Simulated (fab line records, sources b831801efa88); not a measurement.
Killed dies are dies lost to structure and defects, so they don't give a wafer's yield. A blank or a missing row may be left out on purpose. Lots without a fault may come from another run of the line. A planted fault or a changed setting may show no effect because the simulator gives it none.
fab line records | flow sky130
record lots=13 wafers=39 last_day=50
route steps=708 shown GATE_OXIDE@203 LI_CONTACT@384 CONTACT@420 METAL1@450 PAD_OPEN@708
lots that met no fault: from a run of the same line without faults
start_h: hours from the record's first day to the start of the lot's first wafer shown | wait_h: hours since the lot's step before | " the same as in the row above | L1.1+2: a row that stands for several wafers | - no value, or no start given | * or withheld: withheld | < > ~ a bound
route shown NAME@n: a module of which the file shows steps, and the number in the route of the first | usual: mean/standard deviation of fault-free wafers | same: alike in all rows | chamber/n: place in a boat | sites: the reading at each site | _std_site: their standard deviation | _edge_site: outer sites' mean less inner sites' | radius_mm: how far each site lies from the wafer's centre | mask NAME#n: copy n | behind: the tool/chamber that last shaped the wafer | hold: why the lot was held/for how many hours/how that ended | device: the transistor (n, p or np) that didn't switch | end of line: the same wafers' tests at the end of the route | a step without rows: its recipe alone | killed: dies lost to structure and defects at the first sort, not the wafer's yield | map: a wafer's dies, x killed, . not, _ none there
set.NAME: the setting as run; set.NAME@STEP: as run at that earlier step | model.NAME: the simulator's own value behind a step, which no gauge read
steps of the route over a sample of lots; a table a step, a row a wafer
services: from which hour (start_h, from the record's first day; less than 0 if before it) a tool's chamber was out of use, for how many hours, and why
## steps
# step SKY_GATE_OXIDE_OXIDATION_16
# recipe temp_c=800 ambient=O2 idle_temp_c=700 ramp_up_c_per_min=10 ramp_down_c_per_min=3 stabilise_s=600 purge_s=300 target_thk_a=35.7 ox_time_s=1915
# usual ramp_down_c_per_min=3.0000/0.00054 spike_tc_bottom_C=822/3.9 spike_tc_centre_C=799.6/1.2 spike_tc_lower_C=800.3/0.91 spike_tc_top_C=817.0/2.5 spike_tc_upper_C=799.4/1.1 tube_center_temp_C=800/0.068 tube_center_temp_C_max=802.1/0.34
# columns lot.wafer tool chamber start_h wait_h ramp_down_c_per_min spike_tc_bottom_C spike_tc_centre_C spike_tc_lower_C spike_tc_top_C spike_tc_upper_C tube_center_temp_C tube_center_temp_C_max
L946.1 furnace-02 0 329.31 0.0 3.0014 817 799.3 800.0 814.1 799.0 799.98 802.3
L946.3 " 0 " " 2.9998 817 798.4 799.6 814.0 799.0 799.88 801.6
L946.4 " 0 " " 2.9995 815 799.0 801.5 816.0 800.0 799.92 801.8
L948.4 furnace-02 0 330.85 0.8 2.9991 817 797.0 801.1 815.4 801.0 800.08 801.7
L948.5 " 0 " " 2.9995 817 799.7 800.2 814.5 800.3 800 803.0
L948.6 " 0 " " 2.9997 817 800.4 800.2 814.7 802.1 800.11 802.0
L949.2 furnace-02 0 380.06 0.0 3.0000 817 799.4 799.8 813.5 799.3 800.09 801.8
L949.4 " 0 " " 2.9989 818 799.5 799.9 813.9 800.6 799.93 801.6
L949.5 " 0 " " 2.9996 820 799.3 801.5 813.9 797.9 800.07 801.7
L950.1 furnace-01 0 383.03 0.9 2.9999 825 800.9 800.2 820.0 798.3 800.03 801.8
L950.2 " 0 " " 2.9999 825 800.8 801.4 818.0 799.9 799.98 802.7
L950.3 " 0 " " 3.0004 826 801.4 800.3 818.0 799.4 800.03 802.0
L954.2 furnace-01 0 395.94 5.2 2.9995 812 786.4 786.8 806.4 785.9 787.5 789.0
L954.4 " 0 " " 3.0006 813 788.8 787.2 808.0 786.1 787.42 789.3
L954.6 " 0 " " 3.0006 812 788.9 787.5 807.4 786.6 787.48 789.7
L955.2 furnace-01 0 395.94 5.1 3.0003 813 788.5 786.6 806.9 787.5 787.49 789.7
L955.4 " 0 " " 3.0003 813 788.5 787.3 807.4 787.5 787.38 789.5
L955.5 " 0 " " 3.0002 813 786.5 787.6 805.3 786.1 787.47 789.3
L956.1 furnace-02 0 404.21 7.4 2.9991 819 799.2 801.7 814.8 800.9 800.05 802.0
L956.2 " 0 " " 3.0000 819 798.7 800.5 815.4 799.1 800.03 801.8
L956.3 " 0 " " 2.9992 818 798.7 799.6 813.7 800.9 800.1 801.9
L957.3 furnace-01 0 407.26 2.4 2.9997 814 787.4 789.6 807.9 786.7 787.3 789.2
L957.5 " 0 " " 2.9995 812 788.0 788.4 808.1 786.3 787.6 789.2
L957.6 " 0 " " 2.9992 814 785.5 787.1 807.1 786.5 787.42 789.5
L964.1 furnace-02 0 477.02 0.0 2.9999 819 801.2 800.9 813.9 799.3 800.1 801.7
L964.2 " 0 " " 3.0006 817 798.8 801.3 815.3 800.3 799.98 802.0
L964.6 " 0 " " 2.9999 818 798.0 801.5 814.2 800.5 799.95 801.7
L965.4 furnace-01 0 482.90 0.0 3.0007 826 800.1 800.1 817.6 798.7 800.06 802.2
L965.5 " 0 " " 3.0007 827 801.0 801.6 817.5 800.0 799.92 803.0
L965.6 " 0 " " 3.0002 826 800.5 798.2 819.0 798.3 799.94 801.8
L966.1 furnace-02 0 492.51 0.0 2.9995 818 799.1 799.3 815.2 800.1 800.04 802.3
L966.4 " 0 " " 2.9992 819 800.8 798.8 814.6 801.1 800.1 802.3
L966.6 " 0 " " 2.9998 815 800.4 800.7 814.5 801.0 800 802.3
L967.1 furnace-01 0 499.85 0.0 2.9997 826 802.5 799.6 817.9 800.4 799.88 801.8
L967.3 " 0 " " 3.0002 827 799.6 799.9 817.7 798.1 799.99 801.8
L967.6 " 0 " " 3.0003 826 801.3 800.6 819.2 799.0 799.95 801.9
L968.2 furnace-01 0 504.55 0.0 3.0004 826 799.7 800.4 819.6 800.3 799.94 802.3
L968.4 " 0 " " 3.0011 827 799.9 800.4 818.5 799.6 799.97 802.2
L968.6 " 0 " " 2.9999 826 799.6 799.9 819.7 799.3 800 801.9
# step SKY_LI_CONTACT_RS_MEAS_22
# recipe thk_meas_gauge=four-point-probe reads=W_of_LI_CONTACT_CVD_21+TiN_of_LI_CONTACT_SPUTTER_20+Ti_of_LI_CONTACT_SPUTTER_19
# usual LI_CONTACT_W_RS=0.284/0.0039
# columns lot.wafer tool chamber start_h wait_h LI_CONTACT_W_RS[ohm/sq]
L946.1 film_metro-03 - 703.81 0.1 0.282
L946.3 " - " " 0.280
L946.4 " - " " 0.281
L948.4 film_metro-04 - 704.81 0.1 0.291
L948.5 " - " " 0.290
L948.6 " - " " 0.286
L949.2 film_metro-02 - 752.26 0.1 0.282
L949.4 " - " " 0.281
L949.5 " - " " 0.283
L950.1 film_metro-02 - 754.21 0.1 0.284
L950.2 " - " " 0.293
L950.3 " - " " 0.284
L955.2 film_metro-04 - 764.34 0.1 0.280
L955.4 " - " " 0.282
L955.5 " - " " 0.281
L954.2 film_metro-03 - 765.34 0.1 0.291
L954.4 " - " " 0.282
L954.6 " - " " 0.289
L956.1 film_metro-03 - 765.77 0.1 0.284
L956.2 " - " " 0.285
L956.3 " - " " 0.284
L957.3 film_metro-04 - 766.77 0.1 0.283
L957.5 " - " " 0.283
L957.6 " - " " 0.289
L964.1 film_metro-04 - 834.43 0.1 0.276
L964.2 " - " " 0.279
L964.6 " - " " 0.282
L965.4 film_metro-04 - 834.82 0.1 0.283
L965.5 " - " " 0.280
L965.6 " - " " 0.280
L966.1 film_metro-03 - 846.50 0.1 0.283
L966.4 " - " " 0.281
L966.6 " - " " 0.284
L967.1 film_metro-02 - 852.17 0.1 0.282
L967.3 " - " " 0.281
L967.6 " - " " 0.279
L968.2 film_metro-04 - 857.03 0.1 0.288
L968.4 " - " " 0.290
L968.6 " - " " 0.288
# step SKY_CONTACT_CD_MEAS_14
# recipe target_cd_nm=170
# usual cd_nm=169.8/1.8
# columns lot.wafer tool chamber start_h wait_h cd_nm
L946.1 cd_sem-02 - 760.26 - 170.8
L946.3 " - " " 170.2
L946.4 " - " " 169.7
L948.4 cd_sem-01 - 762.38 - 169.5
L948.5 " - " " 168.7
L948.6 " - " " 169.6
L949.2 cd_sem-01 - 807.88 - 170.9
L949.4 " - " " 170.8
L949.5 " - " " 170.3
L950.1 cd_sem-02 - 809.92 - 171.6
L950.2 " - " " 170.3
L950.3 " - " " 168.9
L955.2 cd_sem-02 - 819.58 - 170.3
L955.4 " - " " 170.9
L955.5 " - " " 172.3
L954.2 cd_sem-01 - 821.59 - 169.7
L954.4 " - " " 169.8
L954.6 " - " " 170.0
L956.1 cd_sem-01 - 821.91 - 171.0
L956.2 " - " " 170.0
L956.3 " - " " 171.2
L957.3 cd_sem-01 - 823.51 - 169.5
L957.5 " - " " 170.6
L957.6 " - " " 170.2
L964.1 cd_sem-02 - 888.32 - 170.5
L964.2 " - " " 170.0
L964.6 " - " " 170.5
L965.4 cd_sem-01 - 888.87 - 171.2
L965.5 " - " " 169.1
L965.6 " - " " 171.8
L966.1 cd_sem-02 - 900.21 - 169.7
L966.4 " - " " 169.3
L966.6 " - " " 171.8
L967.1 cd_sem-02 - 904.91 - 172.0
L967.3 " - " " 170.2
L967.6 " - " " 170.0
L968.2 cd_sem-01 - 910.34 - 170.8
L968.4 " - " " 171.1
L968.6 " - " " 170.9
# step SKY_METAL1_OVL_MEAS_16
# usual METAL1_OVL=-1/5.5
# columns lot.wafer tool chamber start_h wait_h METAL1_OVL[nm]
L946.1 overlay-02 - 789.34 0.1 1
L946.3 " - " " 2
L946.4 " - " " 5
L948.4 overlay-02 - 791.15 0.1 -7
L948.5 " - " " -5
L948.6 " - " " -2
L949.2 overlay-02 - 836.38 0.1 0
L949.4 " - " " 3
L949.5 " - " " -2
L950.1 overlay-02 - 838.32 0.1 -3
L950.2 " - " " 0
L950.3 " - " " 2
L955.2 overlay-01 - 847.30 0.1 11
L955.4 " - " " 8
L955.5 " - " " 5
L954.2 overlay-02 - 850.30 0.1 -2
L954.4 " - " " -5
L954.6 " - " " -7
L956.1 overlay-01 - 850.41 0.1 -8
L956.2 " - " " -9
L956.3 " - " " -7
L957.3 overlay-01 - 851.79 0.1 -1
L957.5 " - " " 2
L957.6 " - " " 6
L964.1 overlay-02 - 915.53 0.1 7
L964.2 " - " " 5
L964.6 " - " " 5
L965.4 overlay-01 - 916.51 0.1 -8
L965.5 " - " " -2
L965.6 " - " " -7
L966.1 overlay-02 - 927.19 0.1 2
L966.4 " - " " -2
L966.6 " - " " 5
L967.1 overlay-02 - 931.58 0.1 -11
L967.3 " - " " -10
L967.6 " - " " -7
L968.2 overlay-01 - 936.74 0.1 -3
L968.4 " - " " -4
L968.6 " - " " -1
# step SKY_PAD_OPEN_PROBE_99
# usual killed_at_M0_to_M3=43/7.5 killed_at_M4_up=3.0/1.6 killed_at_contacts=23/5.8 killed_at_front_end=14/4.8 killed_at_other=0.3/0.52 killed_dies=84/9.1 killed_on_rim=16/3.4 killed_open=47/7.2 killed_short=37/5.8
# same gross_dies=492 killed_at_back_side=0
# columns lot.wafer tool chamber start_h wait_h killed_at_M0_to_M3 killed_at_M4_up killed_at_contacts killed_at_front_end killed_at_other killed_dies killed_on_rim killed_open killed_short
L946.1 prober-01 - 1096.01 0.1 38 4 26 7 2 77 19 46 31
L946.3 prober-01 - 1096.11 0.2 47 3 23 12 0 85 17 45 40
L946.4 prober-01 - 1096.16 0.2 39 1 22 13 0 75 15 46 29
L948.4 prober-02 - 1097.12 0.2 53 5 18 11 0 87 19 48 39
L948.5 prober-02 - 1097.17 0.2 48 3 27 12 0 90 20 57 33
L948.6 prober-02 - 1097.22 0.2 58 4 21 12 0 95 17 52 43
L949.2 prober-02 - 1134.52 0.1 38 3 22 7 0 70 13 37 33
L949.4 prober-02 - 1134.62 0.2 35 2 26 3 0 66 17 35 31
L949.5 prober-02 - 1134.67 0.2 42 3 20 14 0 79 19 50 29
L950.1 prober-01 - 1135.97 0.1 35 6 19 16 0 76 20 53 23
L950.2 prober-01 - 1136.02 0.1 41 2 18 11 0 72 10 42 30
L950.3 prober-01 - 1136.07 0.2 39 4 27 16 0 86 13 52 34
L955.2 prober-01 - 1140.14 0.1 36 5 25 21 1 88 16 52 36
L955.4 prober-01 - 1140.24 0.2 45 3 29 19 1 97 14 56 41
L955.5 prober-01 - 1140.29 0.2 29 5 30 29 1 94 19 58 36
L956.1 prober-01 - 1143.64 0.1 47 1 16 12 0 76 19 39 37
L956.2 prober-01 - 1143.69 0.1 36 4 26 14 0 80 18 41 39
L956.3 prober-01 - 1143.74 0.2 49 1 29 22 0 101 18 61 40
L954.2 prober-02 - 1143.68 0.1 49 5 20 17 0 91 17 48 43
L954.4 prober-02 - 1143.78 0.2 44 3 24 6 0 77 17 44 33
L954.6 prober-02 - 1143.88 0.2 49 2 26 11 0 88 21 46 42
L957.3 prober-02 - 1145.23 0.2 39 4 13 15 0 71 10 38 33
L957.5 prober-02 - 1145.33 0.2 42 5 20 15 0 82 21 39 43
L957.6 prober-02 - 1145.38 0.2 49 5 21 14 0 89 14 58 31
L964.1 prober-01 - 1183.98 0.1 50 2 19 7 1 79 13 51 28
L964.2 prober-01 - 1184.03 0.1 50 4 18 10 0 82 22 40 42
L964.6 prober-01 - 1184.23 0.2 45 0 21 12 1 79 15 46 33
L965.4 prober-02 - 1185.63 0.2 41 4 28 17 0 90 17 49 41
L965.5 prober-02 - 1185.68 0.2 33 4 29 10 0 76 16 40 36
L965.6 prober-02 - 1185.73 0.2 47 1 22 14 0 84 17 48 36
L966.1 prober-01 - 1194.51 0.1 42 1 8 16 0 67 13 23 44
L966.4 prober-01 - 1194.66 0.2 50 2 19 12 1 84 11 48 36
L966.6 prober-01 - 1194.76 0.2 51 2 16 14 0 83 12 51 32
L967.1 prober-02 - 1198.13 0.1 55 1 16 8 1 81 21 47 34
L967.3 prober-02 - 1198.23 0.2 49 4 15 15 0 83 20 50 33
L967.6 prober-02 - 1198.38 0.2 52 3 29 18 0 102 18 58 44
L968.2 prober-01 - 1199.54 0.1 51 1 33 18 0 103 23 57 46
L968.4 prober-01 - 1199.64 0.2 48 0 23 15 1 87 18 50 37
L968.6 prober-01 - 1199.74 0.2 39 4 33 27 0 103 20 67 36
# killed by level:class
L946.1 CONTACT:geometric_particle:open=13 VIA3:geometric_particle:open=9 VIA1:geometric_particle:open=8 CONTACT:geometric_particle:short=5 VIA3:geometric_particle:short=5 LI_CONTACT:geometric_particle:open=4 LI_CONTACT:geometric_particle:short=3 METAL2:geometric_particle:short=3
L946.3 VIA3:geometric_particle:open=10 CONTACT:geometric_particle:open=8 METAL1:geometric_particle:short=7 LI_CONTACT:geometric_particle:open=6 VIA1:geometric_particle:open=6 VIA2:geometric_particle:open=6 VIA1:geometric_particle:short=5 CONTACT:geometric_particle:short=4
L946.4 LI_CONTACT:geometric_particle:open=10 CONTACT:geometric_particle:open=9 VIA1:geometric_particle:short=7 VIA1:geometric_particle:open=6 VIA3:geometric_particle:open=5 VIA2:geometric_particle:open=5 POLY_CUT:geometric_particle:open=4 METAL2:geometric_particle:short=4
L948.4 VIA1:geometric_particle:open=13 METAL1:geometric_particle:short=9 VIA2:geometric_particle:open=8 VIA3:geometric_particle:open=8 CONTACT:geometric_particle:open=8 METAL2:geometric_particle:short=5 VIA1:geometric_particle:short=4 METAL4:geometric_particle:short=4
L948.5 CONTACT:geometric_particle:open=13 VIA2:geometric_particle:open=11 VIA3:geometric_particle:open=8 VIA1:geometric_particle:open=8 LI_CONTACT:geometric_particle:open=7 METAL2:geometric_particle:short=5 METAL1:geometric_particle:short=4 METAL3:geometric_particle:short=4
L948.6 VIA1:geometric_particle:open=14 VIA3:geometric_particle:open=9 VIA1:geometric_particle:short=8 FIELD_ISO:geometric_particle:open=6 CONTACT:geometric_particle:open=6 VIA2:geometric_particle:short=6 VIA2:geometric_particle:open=6 LI_CONTACT:geometric_particle:open=5
L949.2 VIA1:geometric_particle:open=10 METAL1:geometric_particle:short=7 LI_CONTACT:geometric_particle:open=6 LOCAL_INTERCONNECT:geometric_particle:short=6 METAL2:geometric_particle:short=5 VIA3:geometric_particle:open=5 CONTACT:geometric_particle:open=4 CONTACT:geometric_particle:short=3
L949.4 VIA3:geometric_particle:open=8 LOCAL_INTERCONNECT:geometric_particle:short=7 CONTACT:geometric_particle:open=7 VIA2:geometric_particle:open=6 METAL2:geometric_particle:short=6 CONTACT:geometric_particle:short=5 LI_CONTACT:geometric_particle:open=5 METAL1:geometric_particle:short=5
L949.5 VIA2:geometric_particle:open=10 LI_CONTACT:geometric_particle:open=9 VIA1:geometric_particle:open=8 CONTACT:geometric_particle:open=7 VIA3:geometric_particle:open=6 METAL1:geometric_particle:short=5 VIA3:geometric_particle:short=4 POLY_GATE:geometric_particle:open=3
L950.1 VIA1:geometric_particle:open=13 CONTACT:geometric_particle:open=9 VIA3:geometric_particle:open=8 POLY_GATE:geometric_particle:open=6 LI_CONTACT:geometric_particle:open=5 FIELD_ISO:geometric_particle:open=4 METAL4:geometric_particle:short=4 METAL2:geometric_particle:short=4
L950.2 VIA1:geometric_particle:open=12 CONTACT:geometric_particle:open=8 LI_CONTACT:geometric_particle:open=4 LOCAL_INTERCONNECT:geometric_particle:short=4 METAL1:geometric_particle:short=4 METAL1:geometric_particle:open=4 VIA1:geometric_particle:short=4 VIA2:geometric_particle:open=4
L950.3 CONTACT:geometric_particle:open=10 VIA1:geometric_particle:open=9 LI_CONTACT:geometric_particle:open=7 VIA3:geometric_particle:open=7 CONTACT:geometric_particle:short=4 POLY_GATE:geometric_particle:open=4 LOCAL_INTERCONNECT:geometric_particle:short=4 VIA1:geometric_particle:short=4
L955.2 LI_CONTACT:geometric_particle:open=11 VIA2:geometric_particle:open=8 VIA1:geometric_particle:open=6 VIA3:geometric_particle:open=6 FIELD_ISO:geometric_particle:open=5 POLY_GATE:geometric_particle:open=5 METAL1:geometric_particle:short=5 FIELD_ISO:geometric_particle:short=4
L955.4 CONTACT:geometric_particle:open=11 LI_CONTACT:geometric_particle:open=9 METAL2:geometric_particle:short=9 VIA2:geometric_particle:open=9 FIELD_ISO:geometric_particle:open=8 METAL1:geometric_particle:short=8 VIA1:geometric_particle:open=6 POLY_GATE:geometric_particle:short=3
L955.5 LI_CONTACT:geometric_particle:open=11 POLY_GATE:geometric_particle:open=8 VIA1:geometric_particle:open=8 CONTACT:geometric_particle:open=7 FIELD_ISO:geometric_particle:open=6 CONTACT:geometric_particle:short=6 VIA3:geometric_particle:open=5 POLY_GATE:geometric_particle:short=4
L956.1 METAL1:geometric_particle:short=8 VIA3:geometric_particle:open=8 VIA1:geometric_particle:open=7 VIA2:geometric_particle:open=7 LI_CONTACT:geometric_particle:open=5 LOCAL_INTERCONNECT:geometric_particle:short=5 CONTACT:geometric_particle:open=4 VIA1:geometric_particle:short=4
L954.2 VIA2:geometric_particle:open=11 LI_CONTACT:geometric_particle:open=8 METAL2:geometric_particle:short=7 VIA3:geometric_particle:open=7 LOCAL_INTERCONNECT:geometric_particle:short=6 FIELD_ISO:geometric_particle:open=5 VIA2:geometric_particle:short=5 FIELD_ISO:geometric_particle:short=4
L956.2 CONTACT:geometric_particle:open=12 METAL1:geometric_particle:short=7 LOCAL_INTERCONNECT:geometric_particle:short=6 VIA2:geometric_particle:open=6 VIA1:geometric_particle:open=5 FIELD_ISO:geometric_particle:short=4 FIELD_ISO:geometric_particle:open=4 LI_CONTACT:geometric_particle:open=4
L956.3 VIA1:geometric_particle:open=15 LI_CONTACT:geometric_particle:open=14 VIA2:geometric_particle:open=9 FIELD_ISO:geometric_particle:short=8 METAL1:geometric_particle:short=6 LOCAL_INTERCONNECT:geometric_particle:short=5 CONTACT:geometric_particle:open=5 VIA3:geometric_particle:open=5
L954.4 LI_CONTACT:geometric_particle:open=11 VIA1:geometric_particle:open=10 VIA2:geometric_particle:open=8 CONTACT:geometric_particle:open=7 METAL1:geometric_particle:short=6 METAL2:geometric_particle:short=6 VIA3:geometric_particle:open=4 FIELD_ISO:geometric_particle:short=3
L954.6 VIA2:geometric_particle:open=9 CONTACT:geometric_particle:open=8 LI_CONTACT:geometric_particle:open=7 VIA1:geometric_particle:open=7 VIA1:geometric_particle:short=7 VIA3:geometric_particle:open=7 METAL1:geometric_particle:short=6 VIA2:geometric_particle:short=5
L957.3 VIA3:geometric_particle:open=8 VIA2:geometric_particle:open=6 FIELD_ISO:geometric_particle:short=5 CONTACT:geometric_particle:open=5 METAL1:geometric_particle:short=5 METAL3:geometric_particle:short=4 POLY_GATE:geometric_particle:open=4 VIA1:geometric_particle:short=4
L957.5 VIA1:geometric_particle:open=9 VIA3:geometric_particle:open=9 LOCAL_INTERCONNECT:geometric_particle:short=7 VIA3:geometric_particle:short=6 POLY_GATE:geometric_particle:short=5 CONTACT:geometric_particle:open=5 LI_CONTACT:geometric_particle:open=4 METAL1:geometric_particle:short=4
L957.6 CONTACT:geometric_particle:open=12 VIA3:geometric_particle:open=12 VIA1:geometric_particle:open=11 VIA2:geometric_particle:open=7 FIELD_ISO:geometric_particle:open=5 VIA1:geometric_particle:short=4 METAL4:geometric_particle:short=4 FIELD_ISO:geometric_particle:short=3
L964.1 VIA1:geometric_particle:open=15 VIA3:geometric_particle:open=9 CONTACT:geometric_particle:open=8 VIA2:geometric_particle:open=7 VIA1:geometric_particle:short=7 LI_CONTACT:geometric_particle:open=6 FIELD_ISO:geometric_particle:open=3 LI_CONTACT:geometric_particle:short=3
L964.2 VIA1:geometric_particle:open=16 METAL1:geometric_particle:short=6 LI_CONTACT:geometric_particle:open=5 VIA3:geometric_particle:open=5 FIELD_ISO:geometric_particle:short=4 VIA2:geometric_particle:short=4 LI_CONTACT:geometric_particle:short=4 VIA1:geometric_particle:short=4
L964.6 VIA1:geometric_particle:open=13 VIA2:geometric_particle:open=7 LI_CONTACT:geometric_particle:open=6 VIA1:geometric_particle:short=6 CONTACT:geometric_particle:open=5 METAL2:geometric_particle:short=5 FIELD_ISO:geometric_particle:short=4 POLY_GATE:geometric_particle:open=4
L965.4 VIA1:geometric_particle:open=11 LI_CONTACT:geometric_particle:open=9 CONTACT:geometric_particle:open=7 METAL1:geometric_particle:short=7 VIA1:geometric_particle:short=7 POLY_GATE:geometric_particle:short=6 FIELD_ISO:geometric_particle:short=5 LOCAL_INTERCONNECT:geometric_particle:short=5
L965.5 CONTACT:geometric_particle:open=11 VIA1:geometric_particle:open=8 METAL1:geometric_particle:short=8 LI_CONTACT:geometric_particle:open=7 CONTACT:geometric_particle:short=6 FIELD_ISO:geometric_particle:short=5 VIA2:geometric_particle:open=5 VIA3:geometric_particle:short=4
L965.6 VIA1:geometric_particle:open=10 CONTACT:geometric_particle:open=8 VIA2:geometric_particle:open=8 CONTACT:geometric_particle:short=6 METAL2:geometric_particle:short=6 LI_CONTACT:geometric_particle:open=5 VIA3:geometric_particle:short=5 VIA3:geometric_particle:open=4
L966.1 VIA1:geometric_particle:open=8 METAL1:geometric_particle:short=7 METAL2:geometric_particle:short=7 POLY_GATE:geometric_particle:short=5 FIELD_ISO:geometric_particle:short=4 VIA1:geometric_particle:short=4 VIA2:geometric_particle:short=4 LI_CONTACT:geometric_particle:short=3
L966.4 VIA1:geometric_particle:open=11 VIA2:geometric_particle:open=9 VIA3:geometric_particle:open=9 CONTACT:geometric_particle:open=8 METAL1:geometric_particle:short=8 METAL2:geometric_particle:short=5 LI_CONTACT:geometric_particle:short=4 POLY_GATE:geometric_particle:short=3
L966.6 VIA1:geometric_particle:open=12 VIA2:geometric_particle:open=11 CONTACT:geometric_particle:open=9 VIA3:geometric_particle:open=7 METAL1:geometric_particle:short=6 FIELD_ISO:geometric_particle:open=5 METAL2:geometric_particle:short=4 FIELD_ISO:geometric_particle:short=3
L967.1 VIA1:geometric_particle:open=15 VIA3:geometric_particle:open=8 METAL1:geometric_particle:short=8 METAL2:geometric_particle:short=7 LI_CONTACT:geometric_particle:open=6 CONTACT:geometric_particle:open=6 METAL2:geometric_particle:open=4 METAL3:geometric_particle:short=4
L967.3 VIA1:geometric_particle:open=14 VIA2:geometric_particle:open=11 POLY_GATE:geometric_particle:open=5 VIA3:geometric_particle:open=5 LI_CONTACT:geometric_particle:short=5 METAL1:geometric_particle:short=4 FIELD_ISO:geometric_particle:open=3 LI_CONTACT:geometric_particle:open=3
L967.6 VIA1:geometric_particle:open=15 LI_CONTACT:geometric_particle:open=9 CONTACT:geometric_particle:open=9 VIA3:geometric_particle:open=9 METAL2:geometric_particle:short=7 VIA2:geometric_particle:short=6 FIELD_ISO:geometric_particle:short=5 POLY_GATE:geometric_particle:short=5
L968.2 CONTACT:geometric_particle:open=17 VIA1:geometric_particle:open=13 VIA1:geometric_particle:short=8 LI_CONTACT:geometric_particle:open=7 METAL2:geometric_particle:short=7 FIELD_ISO:geometric_particle:short=6 CONTACT:geometric_particle:short=6 VIA2:geometric_particle:open=6
L968.4 VIA1:geometric_particle:open=10 CONTACT:geometric_particle:open=9 VIA3:geometric_particle:open=8 FIELD_ISO:geometric_particle:open=6 METAL1:geometric_particle:short=6 CONTACT:geometric_particle:short=6 METAL2:geometric_particle:short=6 LI_CONTACT:geometric_particle:open=5
L968.6 VIA1:geometric_particle:open=14 CONTACT:geometric_particle:open=13 FIELD_ISO:geometric_particle:open=9 LI_CONTACT:geometric_particle:open=9 CONTACT:geometric_particle:short=7 POLY_GATE:geometric_particle:short=5 POLY_GATE:geometric_particle:open=5 METAL2:geometric_particle:short=5
## services
# columns tool chamber start_h hours kind
furnace-01 - 342.07 3.5 pm
furnace-02 - 385.61 14.2 pm
furnace-01 - 400.13 4.5 pm
furnace-02 - 418.74 1.0 repair
## key
first_sign step=SKY_GATE_OXIDE_OXIDATION_16 reading=tube_center_temp_C direction=down sigmas=99+ usual=* struck=*
effect step=SKY_GATE_OXIDE_OXIDATION_16 reading=tube_center_temp_C_max direction=down sigmas=38 usual=* struck=*
met_at SKY_GATE_OXIDE_OXIDATION_16
struck_lots L954,L955,L957
tester_left_out L954,L955,L957
not_acting_at SKY_LI_CONTACT_RS_MEAS_22,SKY_CONTACT_CD_MEAS_14,SKY_METAL1_OVL_MEAS_16
onset_between 383.03 395.94
fault kind=process_parameter_drift tool=furnace-01 chamber=- onset_h=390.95 steps=SKY_GATE_OXIDE_OXIDATION_16 channel=temp_c offset=* shape=step end_h=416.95 acts_in=* stated=*
# tester_left_out: of these lots the tester's yield and bins aren't shown, on N5 and GAA mostly nor the transistor test; their killed dies are dies lost to structure and defects alone, not to doping, threshold or leakage, so they don't give the yield
